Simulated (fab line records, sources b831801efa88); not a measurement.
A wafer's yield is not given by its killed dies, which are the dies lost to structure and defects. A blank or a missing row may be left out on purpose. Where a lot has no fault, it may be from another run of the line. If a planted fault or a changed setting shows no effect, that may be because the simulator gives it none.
fab line records | flow sfq_line | part 2 of 2: steps 25 to 32 of 32
record: lots: 5 | wafers: 15 | last_day: 83
route steps=325 shown I6@266 M7@281 I7@296
lots untouched by any fault: they come from a run of this same line in which no faults occurred
start_h: start of the lot's first displayed wafer, in hours after the record's first day | wait_h: how many hours have passed since the lot's step before this one | " as in the row above | L1.1+2: a single row standing in for several wafers | - no value, or no start given | * or withheld: withheld | < > ~ a bound
route shown NAME@n: NAME is a module with steps in the file, n the number in the route of the first one | usual: mean/standard deviation of fault-free wafers | same: alike in all rows | chamber/n: place in a boat | sites: readings site by site | _std_site: the standard deviation of these | _edge_site: inner sites' mean taken away from outer sites' mean | radius_mm: for every site, how far away it sits from the centre of the wafer | mask NAME#n: copy n | behind: the last tool/chamber to shape the wafer | hold: cause of the lot's hold/its duration in hours/its outcome | device: transistor that didn't switch, given as n, p or np | end of line: the tests these same wafers got at the end of their route | a step with no rows: only its recipe | killed: the dies lost at the first sort to structure and to defects; this is not the yield of the wafer | map: a wafer's dies, marking killed ones x, the rest . and places with no die _
set.NAME: setting as actually run; set.NAME@STEP: the setting as run at that earlier step | model.NAME: the simulator's own value behind a step, which no gauge read
a table for each step, a row for each wafer; lots at some steps of the route
services: when a tool's chamber went out of use (start_h, in hours from the record's first day, below 0 if earlier), for how many hours, and the reason
== steps ==
step: SFQ_M7_OVL_MEAS_945
usual: M7_OVL: 1/5.3
lot.wafer | tool       | chamber | start_h | wait_h | M7_OVL[nm]
L077.1    | overlay-02 | -       | 1595.66 | 0.1    | -4
L077.2    | "          | -       | "       | "      | 3
L077.6    | "          | -       | "       | "      | -1
L081.2    | overlay-02 | -       | 1600.46 | 0.1    | -9
L081.4    | "          | -       | "       | "      | 0
L081.6    | "          | -       | "       | "      | -5
L085.1    | overlay-01 | -       | 1669.93 | 0.1    | 0
L085.2    | "          | -       | "       | "      | -4
L085.3    | "          | -       | "       | "      | 2
L092.1    | overlay-02 | -       | 1778.18 | 0.1    | -8
L092.5    | "          | -       | "       | "      | -7
L092.6    | "          | -       | "       | "      | -3
L097.2    | overlay-01 | -       | 1908.36 | 0.1    | 5
L097.5    | "          | -       | "       | "      | 1
L097.6    | "          | -       | "       | "      | 2
step: SFQ_TRILAYER_M7_BARC_OPEN_METAL_ETCH_229
recipe: mask_material: PR | chemistry: O2 | target_depth_nm: 125 | target: BARC | icp_w: 600 | bias_w: 80 | pressure_mtorr: 10 | time_s: 41.7
usual: drypump_motor_current_A: 5.7/0.53 | oes_product_au: 0.685/0.0049
lot.wafer | tool         | chamber | start_h | wait_h | drypump_motor_current_A | oes_product_au | rf_hours_counter_h
L077.1    | rie_metal-01 | 1       | 1595.69 | 0.0    | 6.0                     | 0.684          | 36
L077.2    | "            | 0       | "       | "      | 5.9                     | 0.689          | 9
L077.6    | "            | 1       | "       | "      | 6.1                     | 0.693          | -
L081.2    | rie_metal-04 | 0       | 1600.49 | 0.0    | 6.2                     | 0.681          | 15
L081.4    | "            | 1       | "       | "      | 5.0                     | 0.684          | -
L081.6    | "            | 0       | "       | "      | 6.2                     | 0.684          | -
L085.1    | rie_metal-04 | 0       | 1669.96 | 0.0    | 6.2                     | 0.692          | 25
L085.2    | "            | 1       | "       | "      | 5.1                     | 0.687          | 146
L085.3    | "            | 0       | "       | "      | 6.2                     | 0.686          | -
L092.1    | rie_metal-02 | 0       | 1778.22 | 0.0    | 4.8                     | 0.677          | 80
L092.5    | "            | 1       | "       | "      | 6.0                     | 0.696          | -
L092.6    | "            | 0       | "       | "      | 4.8                     | 0.683          | -
L097.2    | rie_metal-01 | 0       | 1908.39 | 0.0    | 5.8                     | 0.690          | 54
L097.5    | "            | 1       | "       | "      | 6.1                     | 0.684          | -
L097.6    | "            | 0       | "       | "      | 5.9                     | 0.691          | -
step: SFQ_TRILAYER_M7_ETCH_METAL_ETCH_180
recipe: target: Nb | stop_on: SiO2 | mask_material: PR | chemistry: Cl2/Ar | target_depth_nm: 240 | icp_w: 600 | bias_w: 80 | pressure_mtorr: 10 | time_s: 120
usual: drypump_motor_current_A: 5.7/0.54 | oes_product_au: 0.896/0.0067
lot.wafer | tool         | chamber | start_h | wait_h | drypump_motor_current_A | oes_product_au | rf_hours_counter_h
L077.1    | rie_metal-01 | 1       | 1595.75 | 0.0    | 6.1                     | 0.906          | 36
L077.2    | "            | 0       | "       | "      | 5.9                     | 0.890          | 10
L077.6    | "            | 1       | "       | "      | 6.1                     | 0.900          | -
L081.2    | rie_metal-04 | 0       | 1600.55 | 0.0    | 6.2                     | 0.901          | 15
L081.4    | "            | 1       | "       | "      | 5.0                     | 0.899          | -
L081.6    | "            | 0       | "       | "      | 6.2                     | 0.894          | -
L085.1    | rie_metal-04 | 0       | 1670.02 | 0.0    | 6.2                     | 0.896          | 25
L085.2    | "            | 1       | "       | "      | 5.0                     | 0.906          | 146
L085.3    | "            | 0       | "       | "      | 6.2                     | 0.888          | -
L092.1    | rie_metal-02 | 0       | 1778.28 | 0.0    | 4.8                     | 0.903          | 80
L092.5    | "            | 1       | "       | "      | 6.0                     | 0.894          | -
L092.6    | "            | 0       | "       | "      | 4.8                     | 0.894          | -
L097.2    | rie_metal-01 | 0       | 1908.45 | 0.0    | 5.9                     | 0.896          | 54
L097.5    | "            | 1       | "       | "      | 6.1                     | 0.904          | -
L097.6    | "            | 0       | "       | "      | 5.9                     | 0.894          | -
step: SFQ_TRILAYER_M7_STRIP_STRIP_181
recipe: gas: O2 | power_w: 200 | platen_temp_c: 40 | overash_fraction: 0.65 | chemistry: O2 | pressure_mtorr: 50
usual: drypump_motor_current_A: 5.7/0.53 | oes_product_au: 0.996/0.0082 | platen_temp_c: 39.99/0.11
lot.wafer | tool         | chamber | start_h | wait_h | drypump_motor_current_A | oes_product_au | platen_temp_c | rf_hours_counter_h
L077.1    | rie_metal-01 | 1       | 1595.88 | 0.1    | 6.0                     | 0.994          | 39.96         | 37
L077.2    | "            | 0       | "       | "      | 5.8                     | 1.009          | 39.89         | 10
L077.6    | "            | 1       | "       | "      | 6.0                     | 0.987          | 40.01         | -
L081.2    | rie_metal-04 | 0       | 1600.68 | 0.1    | 6.2                     | 1.009          | 39.81         | 15
L081.4    | "            | 1       | "       | "      | 5.0                     | 0.994          | 40.08         | -
L081.6    | "            | 0       | "       | "      | 6.2                     | 0.988          | 39.88         | -
L085.1    | rie_metal-04 | 0       | 1670.15 | 0.1    | 6.3                     | 0.997          | 39.93         | 25
L085.2    | "            | 1       | "       | "      | 5.0                     | 0.993          | 39.95         | 146
L085.3    | "            | 0       | "       | "      | 6.2                     | 1.001          | 39.85         | -
L092.1    | rie_metal-02 | 0       | 1778.40 | 0.1    | 4.8                     | 1.002          | 39.94         | 80
L092.5    | "            | 1       | "       | "      | 6.0                     | 0.991          | 39.88         | -
L092.6    | "            | 0       | "       | "      | 4.8                     | 1.014          | 39.90         | -
L097.2    | rie_metal-01 | 0       | 1908.57 | 0.1    | 5.8                     | 1.012          | 40.03         | 54
L097.5    | "            | 1       | "       | "      | 6.1                     | 0.993          | 39.82         | -
L097.6    | "            | 0       | "       | "      | 5.8                     | 1.020          | 40.03         | -
step: SFQ_TRILAYER_M7_STRIP_SOLV_CLEAN_182
recipe: chemistry: NMP | temp_c: 70 | time_s: 600
usual: bath_heat_duty_pct: 13.6/1.5
lot.wafer | tool         | chamber | start_h | wait_h | bath_heat_duty_pct
L077.1    | wet_bench-01 | 0       | 1596.48 | 0.4    | 13.1
L077.2    | "            | 2       | "       | "      | 14.9
L077.6    | "            | 6       | "       | "      | 10.1
L081.2    | wet_bench-03 | 0       | 1601.28 | 0.4    | 13.7
L081.4    | "            | 4       | "       | "      | 15.5
L081.6    | "            | 1       | "       | "      | 11.3
L085.1    | wet_bench-04 | 5       | 1670.75 | 0.4    | 12.0
L085.2    | "            | 2       | "       | "      | 15.8
L085.3    | "            | 6       | "       | "      | 13.6
L092.1    | wet_bench-03 | 6       | 1779.00 | 0.4    | 12.8
L092.5    | "            | 5       | "       | "      | 13.9
L092.6    | "            | 0       | "       | "      | 14.5
L097.2    | wet_bench-01 | 2       | 1909.17 | 0.4    | 15.1
L097.5    | "            | 4       | "       | "      | 14.8
L097.6    | "            | 3       | "       | "      | 11.4
step: SFQ_TRILAYER_I7_DEP_PECVD_183
recipe: material: SiO2 | temp_c: 150 | time_s: 111.11 | pressure_torr: 2.4 | rf_w: 183.3 | precursor: SiH4/N2O | target_thk_nm: 500
usual: heater_power_w: 83/18 | throttle_valve_pct: 24.7/1.3
lot.wafer | tool     | chamber | start_h | wait_h | heater_power_w | throttle_valve_pct
L077.1    | pecvd-03 | 1       | 1596.65 | 0.0    | 82             | 22.6
L077.2    | "        | 0       | "       | "      | 61             | 23.1
L077.6    | "        | 0       | "       | "      | 64             | 23.0
L081.2    | pecvd-02 | 0       | 1601.47 | 0.0    | 86             | 25.2
L081.4    | "        | 1       | "       | "      | 75             | 26.3
L081.6    | "        | 0       | "       | "      | 90             | 25.1
L085.1    | pecvd-04 | 0       | 1670.92 | 0.0    | 62             | 24.4
L085.2    | "        | 1       | "       | "      | 117            | 25.0
L085.3    | "        | 2       | "       | "      | 99             | 24.3
L092.1    | pecvd-02 | 0       | 1779.18 | 0.0    | 87             | 25.1
L092.5    | "        | 1       | "       | "      | 83             | 26.3
L092.6    | "        | 0       | "       | "      | 88             | 25.1
L097.2    | pecvd-02 | 1       | 1909.35 | 0.0    | 86             | 26.5
L097.5    | "        | 1       | "       | "      | 86             | 26.5
L097.6    | "        | 0       | "       | "      | 85             | 25.0
step: SFQ_TRILAYER_I7_CMP_CMP_184
recipe: material: SiO2 | down_force_psi: 3 | platen_rpm: 60 | pad_velocity_m_s: 0.94248
usual: motor_current_A: 9.9/0.86 | time_to_endpoint_s: 209/9.1
lot.wafer | tool   | chamber | start_h | wait_h | motor_current_A | time_to_endpoint_s
L077.2    | cmp-02 | 0       | 1612.89 | 16.2   | 9.6             | 193
L077.1    | "      | 3       | 1614.39 | 17.7   | 9.6             | 201
L077.6    | "      | 1       | 1615.39 | 18.7   | 8.7             | 220
L081.4    | cmp-01 | 1       | 1620.62 | 19.1   | 11.6            | 204
L081.2    | "      | 2       | "       | "      | 9.5             | 201
L081.6    | "      | 1       | 1622.62 | 21.1   | 11.7            | 213
L085.3    | cmp-02 | 0       | 1671.50 | 0.5    | 9.2             | 201
L085.2    | "      | 1       | "       | "      | 8.7             | 208
L085.1    | "      | 2       | "       | "      | 9.6             | 200
L092.1    | cmp-02 | 1       | 1783.27 | 4.1    | 8.6             | 214
L092.6    | "      | 1       | 1785.27 | 6.0    | 9.0             | 224
L092.5    | "      | 2       | "       | "      | 9.8             | 215
L097.2    | cmp-02 | 1       | 1911.29 | 1.9    | 9.0             | 218
L097.6    | "      | 3       | 1912.29 | 2.9    | 10.1            | 212
L097.5    | "      | 0       | "       | "      | 9.0             | 211
step: SFQ_I7_BOW_MEAS_946
recipe: mode: bow
usual: I7_BOW: 8/11
lot.wafer | tool          | chamber | start_h | wait_h | I7_BOW[um]
L077.1    | film_metro-02 | -       | 1615.89 | 1.0    | 25
L077.2    | "             | -       | "       | "      | 27
L077.6    | "             | -       | "       | "      | 46
L081.2    | film_metro-01 | -       | 1623.14 | 1.5    | 6
L081.4    | "             | -       | "       | "      | -2
L081.6    | "             | -       | "       | "      | 2
L085.1    | film_metro-01 | -       | 1674.00 | 1.0    | 7
L085.2    | "             | -       | "       | "      | 16
L085.3    | "             | -       | "       | "      | 9
L092.1    | film_metro-01 | -       | 1786.27 | 2.5    | -9
L092.5    | "             | -       | "       | "      | 4
L092.6    | "             | -       | "       | "      | 0
L097.2    | film_metro-02 | -       | 1913.31 | 1.5    | 1
L097.5    | "             | -       | "       | "      | 0
L097.6    | "             | -       | "       | "      | 6
== services ==
tool           | chamber | start_h | hours | kind
krf_scanner-01 | -       | 1444.66 | 53.2  | repair
krf_scanner-01 | -       | 1497.81 | 1.3   | pm
krf_scanner-02 | -       | 1499.16 | 4.4   | pm
krf_scanner-02 | -       | 1503.53 | 1.0   | pm
krf_scanner-01 | -       | 1505.11 | 1.0   | pm
krf_scanner-02 | -       | 1514.13 | 1.3   | pm
krf_scanner-02 | -       | 1529.71 | 0.9   | repair
krf_scanner-01 | -       | 1573.50 | 1.2   | repair
krf_scanner-01 | -       | 1577.29 | 9.7   | repair
krf_scanner-01 | -       | 1592.67 | 0.4   | repair
cmp-02         | -       | 1595.30 | 0.9   | repair
krf_scanner-01 | -       | 1621.70 | 0.9   | repair
krf_scanner-01 | -       | 1622.61 | 1.3   | pm
rie_metal-04   | -       | 1629.21 | 1.4   | pm
cmp-02         | -       | 1651.12 | 2.8   | repair
rie_metal-04   | 0       | 1661.82 | 7.4   | repair
cmp-02         | -       | 1721.09 | 8.8   | pm
rie_metal-04   | -       | 1753.40 | 0.9   | repair
rie_metal-04   | 1       | 1757.32 | 8.2   | repair
cmp-02         | -       | 1760.87 | 0.9   | repair
cmp-02         | -       | 1771.89 | 4.4   | pm
cmp-02         | -       | 1776.27 | 4.0   | pm
cmp-02         | -       | 1871.36 | 3.6   | repair
cmp-02         | -       | 1878.00 | 24.3  | pm
